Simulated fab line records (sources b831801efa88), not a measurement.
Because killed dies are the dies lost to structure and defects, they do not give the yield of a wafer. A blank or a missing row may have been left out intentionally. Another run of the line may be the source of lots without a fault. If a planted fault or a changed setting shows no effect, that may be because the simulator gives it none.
Commonality check across tools || flow gf180mcu || Sample size 11 lots and 33 wafers

== WHAT PROMPTED THE OPENING ==
3 of 11 lots carry a flag on the reading M4_ALCU_RS at GF_M4_RS_MEAS_05. Wafers without a fault read 0.0696 ohm/sq, standard deviation 0.00084.
Rule: a lot is flagged in two cases, either no wafer of it has a number, or all its wafers with numbers fall more than 4 standard deviations from that mean. As for the other lots, they are considered sound.

{"lot": "L551", "measured": "day 22 11:00", "on": "filmMetro-02", "M4_ALCU_RS (ohm/sq), wafer by wafer": "0.0680 0.0671 0.0685", "flag": ""}
{"lot": "L553", "measured": "day 23 05:09", "on": "filmMetro-01", "M4_ALCU_RS (ohm/sq), wafer by wafer": "0.0698 0.0695 0.0698", "flag": ""}
{"lot": "L554", "measured": "day 23 07:42", "on": "filmMetro-01", "M4_ALCU_RS (ohm/sq), wafer by wafer": "0.0700 0.0705 0.0701", "flag": ""}
{"lot": "L555", "measured": "day 23 18:07", "on": "filmMetro-02", "M4_ALCU_RS (ohm/sq), wafer by wafer": "0.0639 0.0641 0.0645", "flag": "FLAGGED"}
{"lot": "L556", "measured": "day 24 10:53", "on": "filmMetro-02", "M4_ALCU_RS (ohm/sq), wafer by wafer": "0.0657 0.0655 0.0661", "flag": "FLAGGED"}
{"lot": "L557", "measured": "day 24 19:44", "on": "filmMetro-03", "M4_ALCU_RS (ohm/sq), wafer by wafer": "0.0661 0.0659 0.0662", "flag": "FLAGGED"}
{"lot": "L565", "measured": "day 27 06:22", "on": "filmMetro-01", "M4_ALCU_RS (ohm/sq), wafer by wafer": "0.0707 0.0706 0.0713", "flag": ""}
{"lot": "L566", "measured": "day 27 16:56", "on": "filmMetro-03", "M4_ALCU_RS (ohm/sq), wafer by wafer": "0.0690 0.0697 0.0687", "flag": ""}
{"lot": "L569", "measured": "day 28 05:56", "on": "filmMetro-03", "M4_ALCU_RS (ohm/sq), wafer by wafer": "0.0698 0.0702 0.0697", "flag": ""}
{"lot": "L573", "measured": "day 29 08:41", "on": "filmMetro-02", "M4_ALCU_RS (ohm/sq), wafer by wafer": "0.0695 0.0701 0.0697", "flag": ""}
{"lot": "L574", "measured": "day 29 20:44", "on": "filmMetro-01", "M4_ALCU_RS (ohm/sq), wafer by wafer": "0.0699 0.0695 0.0704", "flag": ""}
The numbers of the flagged lots are 0.0653 ohm/sq on average: -0.0043 ohm/sq against the usual, or -5 standard deviations.

== TOOL THAT RAN EACH LOT ==
The record holds 2 process steps before the reading, out of a route of 602 steps. Read each cell as the tool, then ch plus the chambers that the sampled wafers visited, then the start.
{"lot": "L551", "flag": "", "GF_M4_SPUTTER_00": "pvdSputter-04, day 22 10:46", "GF_M4_SPUTTER_02": "pvdSputter-04, day 22 10:53"}
{"lot": "L553", "flag": "", "GF_M4_SPUTTER_00": "pvdSputter-04, day 23 04:55", "GF_M4_SPUTTER_02": "pvdSputter-04, day 23 05:02"}
{"lot": "L554", "flag": "", "GF_M4_SPUTTER_00": "pvdSputter-01, day 23 07:29", "GF_M4_SPUTTER_02": "pvdSputter-01, day 23 07:37"}
{"lot": "L555", "flag": "FLAGGED", "GF_M4_SPUTTER_00": "pvdSputter-04, day 23 17:53", "GF_M4_SPUTTER_02": "pvdSputter-04, day 23 18:01"}
{"lot": "L556", "flag": "FLAGGED", "GF_M4_SPUTTER_00": "pvdSputter-04, day 24 10:37", "GF_M4_SPUTTER_02": "pvdSputter-04, day 24 10:45"}
{"lot": "L557", "flag": "FLAGGED", "GF_M4_SPUTTER_00": "pvdSputter-04, day 24 19:27", "GF_M4_SPUTTER_02": "pvdSputter-04, day 24 19:35"}
{"lot": "L565", "flag": "", "GF_M4_SPUTTER_00": "pvdSputter-01, day 27 06:09", "GF_M4_SPUTTER_02": "pvdSputter-01, day 27 06:17"}
{"lot": "L566", "flag": "", "GF_M4_SPUTTER_00": "pvdSputter-04, day 27 16:40", "GF_M4_SPUTTER_02": "pvdSputter-04, day 27 16:48"}
{"lot": "L569", "flag": "", "GF_M4_SPUTTER_00": "pvdSputter-02, day 28 05:43", "GF_M4_SPUTTER_02": "pvdSputter-02, day 28 05:51"}
{"lot": "L573", "flag": "", "GF_M4_SPUTTER_00": "pvdSputter-04, day 29 08:28", "GF_M4_SPUTTER_02": "pvdSputter-04, day 29 08:35"}
{"lot": "L574", "flag": "", "GF_M4_SPUTTER_00": "pvdSputter-04, day 29 20:29", "GF_M4_SPUTTER_02": "pvdSputter-04, day 29 20:37"}
What is done by these steps:
- GF_M4_SPUTTER_00: material Ti, target thk 37.5 nm, time 150 s.
- GF_M4_SPUTTER_02: material AlCu, target thk 450 nm, time 23.9 s.
- GF_M4_RS_MEAS_05: measures by four-point-probe.

== FLAGGED OVER TOTAL, TOOL BY TOOL (the gauges that took the reading come last) ==
{"step": "GF_M4_SPUTTER_00", "tool": "pvdSputter-01", "lots run": 2, "flagged": 0, "share of the flagged lots": "none", "sound lots run after its first flagged lot": "-"}
{"step": "GF_M4_SPUTTER_00", "tool": "pvdSputter-02", "lots run": 1, "flagged": 0, "share of the flagged lots": "none", "sound lots run after its first flagged lot": "-"}
{"step": "GF_M4_SPUTTER_00", "tool": "pvdSputter-04", "lots run": 8, "flagged": 3, "share of the flagged lots": "all", "sound lots run after its first flagged lot": "3 (L566,L573,L574)"}
{"step": "GF_M4_SPUTTER_02", "tool": "pvdSputter-01", "lots run": 2, "flagged": 0, "share of the flagged lots": "none", "sound lots run after its first flagged lot": "-"}
{"step": "GF_M4_SPUTTER_02", "tool": "pvdSputter-02", "lots run": 1, "flagged": 0, "share of the flagged lots": "none", "sound lots run after its first flagged lot": "-"}
{"step": "GF_M4_SPUTTER_02", "tool": "pvdSputter-04", "lots run": 8, "flagged": 3, "share of the flagged lots": "all", "sound lots run after its first flagged lot": "3 (L566,L573,L574)"}
{"step": "GF_M4_RS_MEAS_05", "tool": "filmMetro-01", "lots run": 4, "flagged": 0, "share of the flagged lots": "none", "sound lots run after its first flagged lot": "-"}
{"step": "GF_M4_RS_MEAS_05", "tool": "filmMetro-02", "lots run": 4, "flagged": 2, "share of the flagged lots": "some", "sound lots run after its first flagged lot": "1 (L573)"}
{"step": "GF_M4_RS_MEAS_05", "tool": "filmMetro-03", "lots run": 3, "flagged": 1, "share of the flagged lots": "some", "sound lots run after its first flagged lot": "2 (L566,L569)"}

== WHAT THE TABLE PERMITS ==
2 rows of the table ran every flagged lot: pvdSputter-04 at GF_M4_SPUTTER_00, pvdSputter-04 at GF_M4_SPUTTER_02.
- pvdSputter-04 at GF_M4_SPUTTER_00: 3 of its 8 lots flagged. After the first flagged lot (L566, L573, L574), sound lots still ran on it; a lasting fault on the whole tool would not permit that.
- pvdSputter-04 at GF_M4_SPUTTER_02: 3 of its 8 lots flagged. After the first flagged lot (L566, L573, L574), sound lots still ran on it; a lasting fault on the whole tool would not permit that.
Every row of the table either missed a flagged lot or ran a sound lot after the first.

== WHAT HAD BEEN PUT IN BY THE SIMULATOR ==
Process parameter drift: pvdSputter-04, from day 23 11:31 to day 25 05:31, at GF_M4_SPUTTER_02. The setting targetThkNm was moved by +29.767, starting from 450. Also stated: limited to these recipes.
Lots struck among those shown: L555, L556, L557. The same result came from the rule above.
